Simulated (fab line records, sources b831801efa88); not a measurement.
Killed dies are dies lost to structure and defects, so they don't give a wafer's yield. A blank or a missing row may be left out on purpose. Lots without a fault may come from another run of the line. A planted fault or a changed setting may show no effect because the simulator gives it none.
A struck lot beside a sound one | flow sfq_line | 17 steps out of a route of 325
Sound: wafers L410.3, L410.4, L410.5. Struck: wafers L396.4, L396.5, L396.6. The cause comes at the end.
At each step with rows: each side's tool, then ch and its chambers, then its first start. Under that, the readings that differ: sound wafers | struck wafers | difference of the means | sigmas: that difference in standard deviations of wafers without a fault.
alike: readings whose means differ by less than 2 such deviations, and words and numbers that are the same on both sides. not compared: withheld readings, readings that some wafer has no value for, bounds like >300 that may hide the same value, and numbers for which the record gives no deviation and whose values overlap.
The two part at a step that has a row with sigmas, a row that says differs or no value, or rows on one side only. Numbers that don't overlap but have no deviation are shown without sigmas and don't part them. A reading that every wafer of one side lacks parts them only if that side has two wafers or more.

SFQ_M7_OVL_MEAS_945:
  sound on overlay-01, day 88 03:11; struck on overlay-01, day 80 12:41
  alike: M7_OVL
SFQ_TRILAYER_M7_BARC_OPEN_METAL_ETCH_229: etches BARC in O2, target depth 125 nm, time 41.7 s.
  sound on rie_metal-02 ch 0,1, day 88 03:14; struck on rie_metal-02 ch 0,1, day 80 12:43
  alike: drypump_motor_current_A, oes_product_au
  not compared: rf_hours_counter_h
SFQ_TRILAYER_M7_ETCH_METAL_ETCH_180: etches Nb in Cl2/Ar, stops on SiO2, target depth 240 nm, time 120 s.
  sound on rie_metal-02 ch 0,1, day 88 03:19; struck on rie_metal-02 ch 0,1, day 80 12:48
  alike: drypump_motor_current_A, oes_product_au
  not compared: rf_hours_counter_h
then, 2 steps without rows for these wafers: SFQ_TRILAYER_M7_STRIP_STRIP_181 (strips in O2); SFQ_TRILAYER_M7_STRIP_SOLV_CLEAN_182 (cleans in NMP, time 600 s).
SFQ_TRILAYER_I7_DEP_PECVD_183: deposits SiO2 from SiH4/N2O, time 111.11 s, target thk 500 nm.
  sound on pecvd-02 ch 1,2, day 88 04:10; struck on pecvd-03 ch 0,1,2, day 80 13:42
  reading                | sound          | struck         | difference | sigmas
  throttle_valve_pct (%) | 23.3 22.9 23.5 | 26.3 25.7 25.1 | +2.5       | +2
  alike: heater_power_w
then, 1 step without rows for these wafers: SFQ_TRILAYER_I7_CMP_CMP_184 (polishes SiO2).
SFQ_I7_BOW_MEAS_946:
  sound on film_metro-04, day 88 07:17; struck on film_metro-04, day 80 18:11
  alike: I7_BOW
SFQ_TRILAYER_I7_METRO_MEASURE_185:
  sound on film_metro-04, day 88 07:46; struck on film_metro-04, day 80 18:50
  alike: thk_nm
then, 3 steps without rows for these wafers: SFQ_TRILAYER_I7_VIA_LITHO_COAT_192 (resist thk 62 nm); SFQ_TRILAYER_I7_VIA_LITHO_COAT_187 (resist thk 650 nm); SFQ_TRILAYER_I7_VIA_LITHO_SOFTBAKE_191.
SFQ_TRILAYER_I7_VIA_LITHO_EXPOSE_188: exposes mask I7, target cd 1000 nm.
  sound on krf_scanner-02 ch 0, day 91 15:31; struck on krf_scanner-01 ch 0, day 80 23:43
  reading                    | sound             | struck      | difference | sigmas
  model.I7.overlay_x_nm (nm) | 5.922 5.922 5.922 | 280 280 280 | +274       |
  alike: mask, reticle_temp_C
then, 2 steps without rows for these wafers: SFQ_TRILAYER_I7_VIA_LITHO_PEB_190 (peb time 60 s); SFQ_TRILAYER_I7_VIA_LITHO_DEVELOP_189 (time 60 s).
SFQ_I7_OVL_MEAS_947:
  sound on overlay-02, day 91 16:38; struck on overlay-02, day 81 00:38
  reading     | sound | struck      | difference | sigmas
  I7_OVL (nm) | 9 8 5 | 278 279 282 | +272       | +46
SFQ_TRILAYER_I7_VIA_BARC_OPEN_VIA_ETCH_260: etches BARC in O2, target depth 125 nm, time 41.7 s.
  sound on rie_diel-02 ch 1,2,3, day 91 16:39; struck on rie_diel-03 ch 2,3, day 81 00:39
  alike: drypump_motor_current_A, oes_product_au
  not compared: rf_hours_counter_h

WHERE THEY PART
First at SFQ_TRILAYER_I7_DEP_PECVD_183; last, within this record, at SFQ_I7_OVL_MEAS_947. Later steps at which nothing parts them and some readings are alike: SFQ_TRILAYER_I7_VIA_BARC_OPEN_VIA_ETCH_260.

WHY: what the simulator had put in
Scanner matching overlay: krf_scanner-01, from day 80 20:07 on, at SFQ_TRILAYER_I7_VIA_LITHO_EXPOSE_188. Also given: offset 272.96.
